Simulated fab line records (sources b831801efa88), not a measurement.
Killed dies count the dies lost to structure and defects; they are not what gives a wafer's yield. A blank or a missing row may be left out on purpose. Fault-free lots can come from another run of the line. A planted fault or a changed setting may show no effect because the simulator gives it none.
Comparing a struck lot with a sound one    flow sky130    16 steps out of a route of 708
Sound: the wafers L950.2, L950.3, L950.6. Wafers struck: L954.4, L954.5, L954.6. At the end, the cause is stated.
For every step that has rows: the tool of each side, followed by ch and its chambers, followed by its first start. Under that, the readings that differ: sound wafers    struck wafers    difference of the means    sigmas: that difference in standard deviations of wafers without a fault.
alike: readings whose means differ by less than 2 such deviations, and words and numbers that are the same on both sides. not compared: withheld readings, readings that some wafer has no value for, bounds like >300 that may hide the same value, and numbers for which the record gives no deviation and whose values overlap.
The two part at a step that has a row with sigmas, a row that says differs or no value, or rows on one side only. Numbers that don't overlap but have no deviation are shown without sigmas and don't part them. A reading missing from all wafers of one side parts the sides only when that side holds two or more wafers.

first, 1 step without rows for these wafers: SKY_VT_ADJUST_NCORE_IMPLANT_09.
SKY_VT_ADJUST_NCORE_STRIP_10: strips in O2/N2.
  sound on plasma_asher-03 ch 0,1, day 12 06:19; struck on plasma_asher-04 ch 0,1, day 13 06:19
reading                       sound              struck             difference  sigmas
strip_time_to_endpoint_s (s)  14.20 14.20 14.25  14.14 14.13 14.13  -0.08       -2
  alike: drypump_motor_current_A, oes_product_au
  not compared: rf_hours_counter_h
SKY_VT_ADJUST_NCORE_TW_MEAS_11:
  sound on film_metro-02 at day 12 06:25; struck on film_metro-03 at day 13 06:25
  alike: VT_ADJUST_NCORE_TW
then, 7 steps without rows for these wafers: SKY_VT_ADJUST_HVTR_DEHYDRATE_00 (time 60 s); SKY_VT_ADJUST_HVTR_HMDS_01 (prime time 60 s); SKY_VT_ADJUST_HVTR_COAT_02 (resist thk 1140 nm); SKY_VT_ADJUST_HVTR_SOFTBAKE_03 (time 60 s); SKY_VT_ADJUST_HVTR_EXPOSE_04 (exposes mask HVTRM, target cd 380 nm); SKY_VT_ADJUST_HVTR_PEB_05; SKY_VT_ADJUST_HVTR_DEVELOP_06 (develop time 60 s).
SKY_VT_ADJUST_HVTR_CD_MEAS_07: target cd 380 nm.
  sound on cd_sem-01 at day 13 07:12; struck on cd_sem-01 at day 14 07:50
  alike: cd_nm
SKY_VT_ADJUST_HVTR_OVL_MEAS_08:
  sound on overlay-01 at day 13 07:19; struck on overlay-02 at day 14 07:55
  alike: VT_ADJUST_HVTR_OVL
SKY_VT_ADJUST_HVTR_IMPLANT_09:
  sound on implanter-02 ch 0, day 13 07:22; struck on implanter-02 ch 0, day 14 08:01
reading                           sound                       struck                            difference   sigmas
beam_on_s (s)                     9.91 10.33 9.96             12.44 12.94 12.60                 +2.59        +14
end_station_pressure_torr (Torr)  4.77e-06 4.77e-06 5.24e-06  0.00011639 0.00011473 0.00011384  +0.00011006  +99 or more
faraday_current_uA                11.93 11.50 11.91           9.63 9.30 9.51                    -2.30        -10
SKY_VT_ADJUST_HVTR_STRIP_10: strips in O2/N2.
  sound on plasma_asher-04 ch 0, day 13 07:29; struck on plasma_asher-02 ch 0,1, day 14 08:07
reading                sound              struck             difference  sigmas
oes_product_au (a.u.)  0.721 0.716 0.725  0.713 0.709 0.709  -0.010      -2
  alike: drypump_motor_current_A, strip_time_to_endpoint_s
  not compared: rf_hours_counter_h
SKY_VT_ADJUST_HVTR_TW_MEAS_11:
  sound on film_metro-04 at day 13 07:36; struck on film_metro-01 at day 14 08:58
reading            sound              struck             difference  sigmas
VT_ADJUST_HVTR_TW  207.3 207.1 208.3  227.5 227.5 227.2  +19.8       +8
  not compared: hold
-- the record jumps here: 35 days lie between the struck wafers' starts before and after (it left off in module VT_ADJUST_HVTR and takes up again in module PAD_OPEN, whose first step shown is number 708 of the route) --
SKY_PAD_OPEN_PROBE_99:
  sound on prober-02 at day 49 00:28; struck on prober-02 at day 49 12:11
reading                                   sound                    struck                   difference  sigmas
model.etest.pfet_01v8_mvt.drive_ua_um     151.9 150.4 151.4        162 163.7 164.3          +12         
model.etest.pfet_01v8_mvt.off_log10_a_um  -10.53 -10.79 -10.49     -9.566 -9.607 -9.441     +1.065      
model.etest.pfet_01v8_mvt.vt_sat_v (V)    -0.562 -0.5731 -0.56     -0.4702 -0.4701 -0.4664  +0.0961     
model.etest.pfet_01v8_mvt.vt_v (V)        -0.6494 -0.6554 -0.6455  -0.5696 -0.572 -0.5685   +0.0801     
model.etest.pfet_01v8_mvt.vt_long_v (V)   -0.8559 -0.8587 -0.8549  -0.792 -0.7916 -0.7932   +0.064      
  alike: killed_at_M0_to_M3, killed_at_M4_up, killed_at_contacts, killed_at_front_end, killed_at_other, killed_dies, killed_on_rim, killed_open, killed_short

## WHERE THEY PART
First at SKY_VT_ADJUST_NCORE_STRIP_10; last, within this record, at SKY_VT_ADJUST_HVTR_TW_MEAS_11. Later steps at which nothing parts them and some readings are alike: SKY_PAD_OPEN_PROBE_99.

WHY: the cause the simulator had injected
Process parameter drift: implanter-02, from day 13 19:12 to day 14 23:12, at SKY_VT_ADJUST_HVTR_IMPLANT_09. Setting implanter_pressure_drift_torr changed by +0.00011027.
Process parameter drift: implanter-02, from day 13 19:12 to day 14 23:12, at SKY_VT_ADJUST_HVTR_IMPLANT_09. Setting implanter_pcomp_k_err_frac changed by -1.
